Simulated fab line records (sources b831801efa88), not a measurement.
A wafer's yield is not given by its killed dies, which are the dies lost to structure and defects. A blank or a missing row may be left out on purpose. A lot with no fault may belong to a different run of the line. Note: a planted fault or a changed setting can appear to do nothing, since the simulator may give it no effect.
fab line records + flow gf180mcu
record
- lots=12
- wafers=36
- last_day=34
route steps=602 shown NSD@262 SALICIDE@280 V1@337
lots that met no fault: from a run of the same line without faults
start_h: the number of hours between the record's first day and the start of the first shown wafer of the lot + wait_h: how many hours have passed since the lot's step before this one + " unchanged from the row above + L1.1+2: several wafers, shown together as one row + - value missing, or start not given + * or withheld: withheld + < > ~ a bound
route shown NAME@n: names a module that has steps shown in the file, with the first one's number in the route + usual: mean/standard deviation taken from wafers without a fault + same: alike in all rows + chamber/n: place in a boat + sites: readings site by site + _std_site: standard deviation of those values + _edge_site: the outer-site mean with the inner-site mean subtracted + radius_mm: how far each site lies from the wafer's centre + mask NAME#n: copy n + behind: tool/chamber where the wafer was last shaped + hold: what put the lot on hold/how long, in hours/how the hold closed + device: the n, p or np transistor that did not switch + end of line: the tests these same wafers got at the end of their route + step lacking rows: just its recipe + killed: the dies lost at the first sort to structure and to defects; this is not the yield of the wafer + map: a wafer's dies, marking killed ones x, the rest . and places with no die _
set.NAME: the run value of the setting; set.NAME@STEP: its run value at that earlier step + model.NAME: the simulator's own value behind a step, which no gauge read
one table for each step of the route and one row for each wafer, over a sample of lots
services: from which hour (start_h, from the record's first day; less than 0 if before it) a tool's chamber was out of use, for how many hours, and why
## steps
# step GF_PSD_RS_MEAS_14
# recipe
- thk_meas_gauge=four-point-probe
# usual
- NSD_RS=46.17/0.082
| lot.wafer | tool          | chamber | start_h | wait_h | NSD_RS[ohm/sq] |
|-----------|---------------|---------|---------|--------|----------------|
| L207.2    | film_metro-01 | -       | 334.16  | 0.1    | 46.27          |
| L207.4    | "             | -       | "       | "      | 46.12          |
| L207.6    | "             | -       | "       | "      | 46.15          |
| L210.2    | film_metro-02 | -       | 357.55  | 0.1    | 46.14          |
| L210.3    | "             | -       | "       | "      | 46.17          |
| L210.5    | "             | -       | "       | "      | 46.09          |
| L212.1    | film_metro-01 | -       | 371.40  | 0.1    | 46.18          |
| L212.2    | "             | -       | "       | "      | 46.10          |
| L212.4    | "             | -       | "       | "      | 46.29          |
| L213.2    | film_metro-01 | -       | 384.46  | 0.1    | 46.18          |
| L213.3    | "             | -       | "       | "      | 46.25          |
| L213.4    | "             | -       | "       | "      | 46.27          |
| L214.1    | film_metro-04 | -       | 401.20  | 0.1    | 46.18          |
| L214.4    | "             | -       | "       | "      | 46.19          |
| L214.6    | "             | -       | "       | "      | 46.28          |
| L216.1    | film_metro-04 | -       | 402.13  | 0.1    | 46.14          |
| L216.5    | "             | -       | "       | "      | 46.23          |
| L216.6    | "             | -       | "       | "      | 46.20          |
| L223.2    | film_metro-02 | -       | 460.55  | 0.1    | 46.04          |
| L223.4    | "             | -       | "       | "      | 46.22          |
| L223.5    | "             | -       | "       | "      | 46.08          |
| L224.3    | film_metro-04 | -       | 468.73  | 0.1    | 46.26          |
| L224.4    | "             | -       | "       | "      | 46.07          |
| L224.5    | "             | -       | "       | "      | 46.24          |
| L226.2    | film_metro-04 | -       | 480.22  | 0.1    | 46.12          |
| L226.3    | "             | -       | "       | "      | 46.06          |
| L226.5    | "             | -       | "       | "      | 46.20          |
| L225.3    | film_metro-01 | -       | 483.48  | 0.1    | 46.05          |
| L225.5    | "             | -       | "       | "      | 46.07          |
| L225.6    | "             | -       | "       | "      | 46.15          |
| L228.2    | film_metro-04 | -       | 499.21  | 0.1    | 46.14          |
| L228.5    | "             | -       | "       | "      | 46.08          |
| L228.6    | "             | -       | "       | "      | 46.06          |
| L229.2    | film_metro-01 | -       | 499.65  | 0.1    | 46.24          |
| L229.4    | "             | -       | "       | "      | 46.17          |
| L229.6    | "             | -       | "       | "      | 46.14          |
# step GF_SALICIDE_SPUTTER_02
# recipe
- material=Co
- target_thk_nm=10
- power_w=1000
- time_s=20
- chamber_pressure_pa=0.4
# usual
- throttle_valve_pct=29.8/1.3
| lot.wafer | tool           | chamber | start_h | wait_h | throttle_valve_pct |
|-----------|----------------|---------|---------|--------|--------------------|
| L207.2    | pvd_sputter-04 | -       | 356.37  | 0.0    | 30.2               |
| L207.4    | "              | -       | "       | "      | 28.7               |
| L207.6    | "              | -       | "       | "      | 30.2               |
| L210.2    | pvd_sputter-04 | -       | 380.42  | 0.0    | 31.7               |
| L210.3    | "              | -       | "       | "      | 27.6               |
| L210.5    | "              | -       | "       | "      | 31.6               |
| L212.1    | pvd_sputter-01 | -       | 394.60  | 0.0    | 30.2               |
| L212.2    | "              | -       | "       | "      | 31.5               |
| L212.4    | "              | -       | "       | "      | 29.9               |
| L213.2    | pvd_sputter-04 | -       | 408.08  | 0.0    | 27.8               |
| L213.3    | "              | -       | "       | "      | 30.1               |
| L213.4    | "              | -       | "       | "      | 31.7               |
| L214.1    | pvd_sputter-04 | -       | 424.98  | 0.0    | 31.4               |
| L214.4    | "              | -       | "       | "      | 30.4               |
| L214.6    | "              | -       | "       | "      | 28.0               |
| L216.1    | pvd_sputter-01 | -       | 426.07  | 0.0    | 27.4               |
| L216.5    | "              | -       | "       | "      | 31.6               |
| L216.6    | "              | -       | "       | "      | 27.4               |
| L223.2    | pvd_sputter-01 | -       | 484.47  | 0.0    | 31.6               |
| L223.4    | "              | -       | "       | "      | 27.6               |
| L223.5    | "              | -       | "       | "      | 30.3               |
| L224.3    | pvd_sputter-01 | -       | 493.26  | 0.0    | 27.5               |
| L224.4    | "              | -       | "       | "      | 31.6               |
| L224.5    | "              | -       | "       | "      | 31.4               |
| L226.2    | pvd_sputter-04 | -       | 504.95  | 0.0    | 27.3               |
| L226.3    | "              | -       | "       | "      | 31.6               |
| L226.5    | "              | -       | "       | "      | 28.8               |
| L225.3    | pvd_sputter-04 | -       | 507.64  | 0.0    | 31.9               |
| L225.5    | "              | -       | "       | "      | 28.8               |
| L225.6    | "              | -       | "       | "      | 30.4               |
| L228.2    | pvd_sputter-01 | -       | 522.79  | 0.0    | 29.7               |
| L228.5    | "              | -       | "       | "      | 30.4               |
| L228.6    | "              | -       | "       | "      | 30.1               |
| L229.2    | pvd_sputter-03 | -       | 523.42  | 0.0    | 31.0               |
| L229.4    | "              | -       | "       | "      | 28.8               |
| L229.6    | "              | -       | "       | "      | 30.1               |
# step GF_V1_CVD_02
# recipe
- material=SiO2
- target_thk_nm=850
- precursor=TEOS
- temp_c=400
- time_s=94.851
- rf_w=600
# usual
- heater_power_w=649/140
- rf_fwd_power_W=595.8/2.2
| lot.wafer | tool     | chamber | start_h | wait_h | heater_power_w | rf_fwd_power_W |
|-----------|----------|---------|---------|--------|----------------|----------------|
| L207.2    | pecvd-04 | 0       | 405.34  | 0.0    | 761            | 595.1          |
| L207.4    | "        | 2       | "       | "      | 957            | 597.6          |
| L207.6    | "        | 0       | "       | "      | 608            | 595.8          |
| L210.2    | pecvd-03 | 1       | 430.29  | 0.0    | 666            | 595.6          |
| L210.3    | "        | 2       | "       | "      | 539            | 598.5          |
| L210.5    | "        | 1       | "       | "      | 528            | 596.1          |
| L212.1    | pecvd-03 | 0       | 445.71  | 0.1    | 718            | 496.7          |
| L212.2    | "        | 2       | "       | "      | 496            | 597.6          |
| L212.4    | "        | 1       | "       | "      | 665            | 594.2          |
| L213.2    | pecvd-03 | 0       | 459.73  | 0.0    | 719            | 496.4          |
| L213.3    | "        | 1       | "       | "      | 569            | 599.1          |
| L213.4    | "        | 1       | "       | "      | 634            | 598.8          |
| L214.1    | pecvd-02 | 1       | 477.26  | 0.1    | 600            | 596.6          |
| L214.4    | "        | 0       | "       | "      | 528            | 593.4          |
| L214.6    | "        | 1       | "       | "      | 664            | 597.7          |
| L216.1    | pecvd-03 | 1       | 478.18  | 0.1    | 635            | 596.7          |
| L216.5    | "        | 1       | "       | "      | 665            | 596.7          |
| L216.6    | "        | 0       | "       | "      | 668            | 497.2          |
| L223.2    | pecvd-03 | 2       | 534.10  | 0.0    | 554            | 594.7          |
| L223.4    | "        | 0       | "       | "      | 522            | 596.5          |
| L223.5    | "        | 1       | "       | "      | 648            | 599.2          |
| L224.3    | pecvd-03 | 0       | 543.69  | 0.0    | 635            | 593.7          |
| L224.4    | "        | 2       | "       | "      | 550            | 597.6          |
| L224.5    | "        | 0       | "       | "      | 677            | 596.6          |
| L226.2    | pecvd-04 | 1       | 553.73  | 0.0    | 562            | 599.0          |
| L226.3    | "        | 0       | "       | "      | 662            | 591.2          |
| L226.5    | "        | 0       | "       | "      | 695            | 593.8          |
| L225.3    | pecvd-02 | 1       | 557.88  | 0.0    | 749            | 596.4          |
| L225.5    | "        | 1       | "       | "      | 583            | 594.0          |
| L225.6    | "        | 2       | "       | "      | 668            | 595.1          |
| L228.2    | pecvd-04 | 1       | 570.13  | 0.0    | 522            | 596.7          |
| L228.5    | "        | 2       | "       | "      | 965            | 595.7          |
| L228.6    | "        | 1       | "       | "      | 568            | 593.8          |
| L229.2    | pecvd-04 | 0       | 572.47  | 0.0    | 708            | 588.6          |
| L229.4    | "        | 2       | "       | "      | 999            | 597.4          |
| L229.6    | "        | 1       | "       | "      | 539            | 598.0          |
# step GF_V1_THK_MEAS_03
# recipe
- reads=SiO2_of_V1_CVD_02
# usual
- V1_CVD_02_THK=848/11
| lot.wafer | tool          | chamber | start_h | wait_h | V1_CVD_02_THK[nm] |
|-----------|---------------|---------|---------|--------|-------------------|
| L207.2    | film_metro-02 | -       | 405.42  | 0.0    | 841               |
| L207.4    | "             | -       | "       | "      | 862               |
| L207.6    | "             | -       | "       | "      | 858               |
| L210.2    | film_metro-02 | -       | 430.37  | 0.0    | 846               |
| L210.3    | "             | -       | "       | "      | 842               |
| L210.5    | "             | -       | "       | "      | 859               |
| L212.1    | film_metro-04 | -       | 445.78  | 0.0    | 797               |
| L212.2    | "             | -       | "       | "      | 841               |
| L212.4    | "             | -       | "       | "      | 856               |
| L213.2    | film_metro-02 | -       | 459.81  | 0.0    | 802               |
| L213.3    | "             | -       | "       | "      | 838               |
| L213.4    | "             | -       | "       | "      | 843               |
| L214.1    | film_metro-02 | -       | 477.33  | 0.0    | 829               |
| L214.4    | "             | -       | "       | "      | 860               |
| L214.6    | "             | -       | "       | "      | 853               |
| L216.1    | film_metro-04 | -       | 478.25  | 0.0    | 841               |
| L216.5    | "             | -       | "       | "      | 846               |
| L216.6    | "             | -       | "       | "      | 816               |
| L223.2    | film_metro-03 | -       | 534.18  | 0.0    | 849               |
| L223.4    | "             | -       | "       | "      | 868               |
| L223.5    | "             | -       | "       | "      | 855               |
| L224.3    | film_metro-04 | -       | 543.78  | 0.1    | 865               |
| L224.4    | "             | -       | "       | "      | 857               |
| L224.5    | "             | -       | "       | "      | 862               |
| L226.2    | film_metro-03 | -       | 553.81  | 0.0    | 852               |
| L226.3    | "             | -       | "       | "      | 846               |
| L226.5    | "             | -       | "       | "      | 869               |
| L225.3    | film_metro-02 | -       | 557.97  | 0.1    | 821               |
| L225.5    | "             | -       | "       | "      | 835               |
| L225.6    | "             | -       | "       | "      | 844               |
| L228.2    | film_metro-03 | -       | 570.21  | 0.0    | 845               |
| L228.5    | "             | -       | "       | "      | 841               |
| L228.6    | "             | -       | "       | "      | 857               |
| L229.2    | film_metro-03 | -       | 572.55  | 0.0    | 854               |
| L229.4    | "             | -       | "       | "      | 860               |
| L229.6    | "             | -       | "       | "      | 862               |
# step GF_V1_CMP_04
# recipe
- material=SiO2
- down_force_psi=4
- platen_rpm=60
- pad_velocity_m_s=0.94248
# usual
- motor_current_A=12.1/1.2
- slurry_filter_dp_kPa=13.49/0.13
- time_to_endpoint_s=82/6
| lot.wafer | tool   | chamber | start_h | wait_h | motor_current_A | slurry_filter_dp_kPa | time_to_endpoint_s |
|-----------|--------|---------|---------|--------|-----------------|----------------------|--------------------|
| L207.2    | cmp-01 | 2       | 405.70  | 0.3    | 10.8            | 13.62                | 78                 |
| L207.4    | "      | 0       | "       | "      | 10.3            | 13.63                | 87                 |
| L207.6    | "      | 3       | "       | "      | 13.0            | 13.71                | 85                 |
| L210.2    | cmp-02 | 1       | 430.42  | 0.0    | 12.2            | 13.67                | 77                 |
| L210.3    | "      | 2       | "       | "      | 13.7            | 13.40                | 75                 |
| L210.5    | "      | 1       | "       | "      | 12.3            | 13.54                | 82                 |
| L212.1    | cmp-01 | 2       | 445.84  | 0.1    | 11.0            | 13.50                | 63                 |
| L212.2    | "      | 3       | "       | "      | 12.6            | 13.64                | 82                 |
| L212.4    | "      | 0       | "       | "      | 10.2            | 13.68                | 84                 |
| L213.2    | cmp-02 | 2       | 459.91  | 0.1    | 13.9            | 13.33                | 59                 |
| L213.4    | "      | 3       | "       | "      | 13.4            | 13.44                | 74                 |
| L213.3    | "      | 0       | "       | "      | 12.0            | 13.42                | 76                 |
| L214.4    | cmp-02 | 0       | 477.39  | 0.0    | 11.4            | 13.51                | 87                 |
| L214.1    | "      | 1       | "       | "      | 13.0            | 13.37                | 73                 |
| L214.6    | "      | 1       | "       | "      | 11.5            | 13.22                | 79                 |
| L216.1    | cmp-02 | 1       | 478.46  | 0.2    | 12.1            | 13.39                | 81                 |
| L216.6    | "      | 2       | "       | "      | 13.8            | 13.70                | 70                 |
| L216.5    | "      | 3       | "       | "      | 13.9            | 13.12                | 79                 |
| L223.2    | cmp-02 | 3       | 534.33  | 0.1    | 13.7            | 13.36                | 78                 |
| L223.4    | "      | 0       | "       | "      | 11.1            | 13.33                | 84                 |
| L223.5    | "      | 1       | "       | "      | 12.2            | 13.54                | 83                 |
| L224.4    | cmp-01 | 1       | 543.87  | 0.1    | 11.5            | 13.38                | 96                 |
| L224.3    | "      | 2       | "       | "      | 10.0            | 13.44                | 95                 |
| L224.5    | "      | 0       | "       | "      | 10.3            | 13.71                | 96                 |
| L226.2    | cmp-01 | 0       | 553.91  | 0.1    | 10.7            | 13.53                | 85                 |
| L226.3    | "      | 1       | "       | "      | 11.7            | 13.50                | 89                 |
| L226.5    | "      | 0       | "       | "      | 10.4            | 13.40                | 95                 |
| L225.3    | cmp-02 | 0       | 558.01  | 0.0    | 11.4            | 13.31                | 71                 |
| L225.6    | "      | 0       | "       | "      | 11.8            | 13.70                | 81                 |
| L225.5    | "      | 1       | "       | "      | 12.2            | 13.37                | 77                 |
| L228.2    | cmp-01 | 3       | 570.41  | 0.2    | 12.1            | 13.51                | 88                 |
| L228.5    | "      | 0       | "       | "      | 10.7            | 13.50                | 82                 |
| L228.6    | "      | 1       | "       | "      | 11.4            | 13.29                | 99                 |
| L229.4    | cmp-02 | 1       | 573.43  | 0.8    | 12.0            | 13.50                | 82                 |
| L229.2    | "      | 3       | "       | "      | 13.8            | 13.71                | 84                 |
| L229.6    | "      | 0       | "       | "      | 11.7            | 13.72                | 87                 |
# step GF_V1_SPUTTER_22
# recipe
- material=TiN
- target_thk_nm=10
- chamber_pressure_pa=5
- power_w=4000
- time_s=40
# usual
- throttle_valve_pct=30.1/0.9
| lot.wafer | tool           | chamber | start_h | wait_h | throttle_valve_pct |
|-----------|----------------|---------|---------|--------|--------------------|
| L207.2    | pvd_sputter-03 | -       | 430.28  | 0.0    | 31.1               |
| L207.4    | "              | -       | "       | "      | 30.7               |
| L207.6    | "              | -       | "       | "      | 30.2               |
| L210.2    | pvd_sputter-04 | -       | 455.85  | 0.0    | 31.7               |
| L210.3    | "              | -       | "       | "      | 28.9               |
| L210.5    | "              | -       | "       | "      | 29.0               |
| L212.1    | pvd_sputter-03 | -       | 470.56  | 0.0    | 29.9               |
| L212.2    | "              | -       | "       | "      | 31.3               |
| L212.4    | "              | -       | "       | "      | 30.0               |
| L213.2    | pvd_sputter-03 | -       | 484.71  | 0.0    | 31.1               |
| L213.3    | "              | -       | "       | "      | 30.0               |
| L213.4    | "              | -       | "       | "      | 30.6               |
| L214.1    | pvd_sputter-03 | -       | 501.89  | 0.0    | 28.4               |
| L214.4    | "              | -       | "       | "      | 31.1               |
| L214.6    | "              | -       | "       | "      | 28.7               |
| L216.1    | pvd_sputter-02 | -       | 503.07  | 0.0    | 30.7               |
| L216.5    | "              | -       | "       | "      | 30.0               |
| L216.6    | "              | -       | "       | "      | 29.1               |
| L223.2    | pvd_sputter-03 | -       | 557.93  | 0.0    | 31.2               |
| L223.4    | "              | -       | "       | "      | 28.5               |
| L223.5    | "              | -       | "       | "      | 28.5               |
| L224.3    | pvd_sputter-04 | -       | 565.96  | 0.0    | 28.7               |
| L224.4    | "              | -       | "       | "      | 30.2               |
| L224.5    | "              | -       | "       | "      | 30.3               |
| L226.2    | pvd_sputter-03 | -       | 576.17  | 0.0    | 28.7               |
| L226.3    | "              | -       | "       | "      | 29.9               |
| L226.5    | "              | -       | "       | "      | 30.8               |
| L225.3    | pvd_sputter-02 | -       | 580.53  | 0.0    | 31.2               |
| L225.5    | "              | -       | "       | "      | 30.3               |
| L225.6    | "              | -       | "       | "      | 30.8               |
| L228.2    | pvd_sputter-02 | -       | 592.49  | 0.0    | 29.4               |
| L228.5    | "              | -       | "       | "      | 30.5               |
| L228.6    | "              | -       | "       | "      | 31.0               |
| L229.2    | pvd_sputter-02 | -       | 595.58  | 0.0    | 30.8               |
| L229.4    | "              | -       | "       | "      | 29.3               |
| L229.6    | "              | -       | "       | "      | 30.3               |
## services
| tool           | chamber | start_h | hours | kind   |
|----------------|---------|---------|-------|--------|
| cmp-02         | -       | 340.37  | 2.0   | repair |
| pvd_sputter-02 | -       | 346.35  | 9.2   | repair |
| cmp-02         | -       | 346.85  | 0.2   | repair |
| cmp-02         | -       | 384.17  | 0.2   | repair |
| pvd_sputter-03 | -       | 401.13  | 2.6   | repair |
| cmp-02         | -       | 404.25  | 4.0   | pm     |
| pecvd-04       | -       | 410.30  | 1.4   | repair |
| cmp-02         | -       | 428.88  | 0.3   | repair |
| pecvd-03       | -       | 431.28  | 0.6   | repair |
| cmp-01         | -       | 431.62  | 1.0   | repair |
| cmp-01         | -       | 448.92  | 0.7   | repair |
| cmp-01         | -       | 451.94  | 0.4   | repair |
| cmp-01         | -       | 462.48  | 7.2   | pm     |
| pvd_sputter-04 | -       | 480.69  | 1.8   | repair |
| cmp-02         | -       | 492.15  | 1.1   | repair |
| cmp-01         | -       | 498.77  | 2.7   | repair |
| cmp-02         | -       | 520.85  | 1.4   | repair |
| cmp-02         | -       | 522.21  | 6.6   | pm     |
| cmp-01         | -       | 531.33  | 4.9   | pm     |
| pvd_sputter-01 | -       | 547.06  | 1.4   | repair |
| pvd_sputter-01 | -       | 562.60  | 2.2   | repair |
| cmp-01         | -       | 572.30  | 4.0   | pm     |
| cmp-01         | -       | 576.29  | 0.9   | repair |
| pecvd-03       | -       | 584.07  | 14.6  | pm     |
## key
first_sign
- step=GF_V1_CVD_02
- reading=rf_fwd_power_W
- direction=down
- sigmas=44
- usual=595.8
- struck=496.8
effect
- step=GF_V1_THK_MEAS_03
- reading=V1_CVD_02_THK
- direction=down
- sigmas=4
- usual=848
- struck=805
effect
- step=GF_V1_CMP_04
- reading=time_to_endpoint_s
- direction=down
- sigmas=3
- usual=*
- struck=*
met_at GF_V1_CVD_02
struck_lots L212,L213,L216
struck_wafers L212.1,L213.2,L216.6
not_acting_at GF_PSD_RS_MEAS_14,GF_SALICIDE_SPUTTER_02,GF_V1_SPUTTER_22
fault
- kind=process_parameter_drift
- tool=pecvd-03
- chamber=0
- onset_h=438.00
- steps=GF_V1_CVD_02
- channel=rf_w
- offset=-96
- shape=step
- end_h=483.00
- acts_in=these_recipes_only
- stated=600
